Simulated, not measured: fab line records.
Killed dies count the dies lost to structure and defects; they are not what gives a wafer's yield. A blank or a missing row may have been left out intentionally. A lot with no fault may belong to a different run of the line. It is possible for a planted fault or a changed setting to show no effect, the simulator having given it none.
A lot that was struck, set against a sound lot    flow sky130    19 out of 708 route steps
Sound: the wafers L101.1, L101.2, L101.5. Wafers struck: L106.1, L106.4, L106.6. At the end, the cause is stated.
Order at every step that has rows: each side's tool, ch and its chambers, its first start. Under that, the readings that differ: sound wafers    struck wafers    difference of the means    sigmas: that difference in standard deviations of wafers without a fault.
alike: a reading whose means differ by less than 2 such deviations, as well as words and numbers matching on both sides. not compared: withheld readings; readings where some wafer has no value; bounds like >300 that might hide an equal value; numbers whose values overlap and for which the record gives no deviation.
Wherever a step has rows on one side only, a row that says differs or no value, or a row with sigmas, the two part there. When numbers do not overlap yet have no deviation, they are printed without sigmas and do not part them. Lack of a reading on every wafer of one side parts them only where that side has two or more wafers.

SKY_LDD_HVP_OVL_MEAS_07:
  sound on overlay-01 at day 22 02:53; struck on overlay-02 at day 23 19:23
  alike: LDD_HVP_OVL
next, for these wafers, 1 step has no rows: SKY_LDD_HVP_IMPLANT_08.
SKY_LDD_HVP_STRIP_09: strips in O2/N2.
  sound on plasmaAsher-02 ch 0,1, day 22 03:04; struck on plasmaAsher-01 ch 0,1, day 23 19:34
  alike: drypumpMotorCurrentA, oesProductAu, stripTimeToEndpointS
  not compared: rfHoursCounterH
SKY_LDD_HVP_TW_MEAS_10:
  sound on filmMetro-04 at day 22 03:10; struck on filmMetro-04 at day 23 19:40
  alike: LDD_HVP_TW
then, 7 steps without rows for these wafers: SKY_LDD_LDN_DEHYDRATE_00 (time 60 s); SKY_LDD_LDN_HMDS_01 (prime time 60 s); SKY_LDD_LDN_COAT_02 (resist thk 1140 nm); SKY_LDD_LDN_SOFTBAKE_03 (time 57.86 s); SKY_LDD_LDN_EXPOSE_04 (exposes mask LDNTM, target cd 700 nm); SKY_LDD_LDN_PEB_05; SKY_LDD_LDN_DEVELOP_06 (develop time 60 s).
SKY_LDD_LDN_OVL_MEAS_07:
  sound on overlay-01 at day 23 09:14; struck on overlay-01 at day 25 01:02
  alike: LDD_LDN_OVL
SKY_LDD_LDN_IMPLANT_08:
  sound on implanter-02 ch 0, day 23 09:16; struck on implanter-02 ch 0, day 25 01:04
reading           sound                           struck                          difference   sigmas
doseIonsCm2       1.2502e+13 1.2505e+13 1.25e+13  2.1655e+13 2.166e+13 2.168e+13  +9.1627e+12  +99 or more
faradayCurrentUA  68.1 70.6 69.5                  119.3 125.8 119.3               +52.1        +35
  alike: beamOnS
then, 3 steps without rows for these wafers: SKY_LDD_LDN_IMPLANT_09; SKY_LDD_LDN_IMPLANT_10; SKY_LDD_LDN_IMPLANT_11.
SKY_LDD_LDN_STRIP_12: strips in O2/N2.
  sound on plasmaAsher-02 ch 0,1, day 23 09:52; struck on plasmaAsher-02 ch 0,1, day 25 01:40
  alike: drypumpMotorCurrentA, oesProductAu, stripTimeToEndpointS
  not compared: rfHoursCounterH
SKY_LDD_LDN_TW_MEAS_13:
  sound on filmMetro-01 at day 23 09:58; struck on filmMetro-01 at day 25 01:59
reading     sound           struck          difference  sigmas
LDD_LDN_TW  1485 1473 1467  1557 1558 1562  +84         +8
  not compared: hold
-- here the record skips 22 days between the struck wafers' starts before and after, leaving off in module LDD_LDN and picking up in module PAD_OPEN (first step shown: number 708 of the route) --
SKY_PAD_OPEN_PROBE_99:
  sound on prober-01 at day 46 00:38; struck on prober-01 at day 47 06:17
reading                       sound           struck          difference  sigmas
model.etest.tipSonos.rsOhmSq  2687 2766 2687  2474 2524 2409  -244        

== WHERE THEY PART ==
At SKY_LDD_LDN_IMPLANT_08 first; at SKY_LDD_LDN_TW_MEAS_13 last (within this record only).

WHY: the cause the simulator had injected
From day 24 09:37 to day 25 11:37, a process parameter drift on implanter-02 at SKY_LDD_LDN_IMPLANT_08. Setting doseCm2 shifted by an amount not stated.
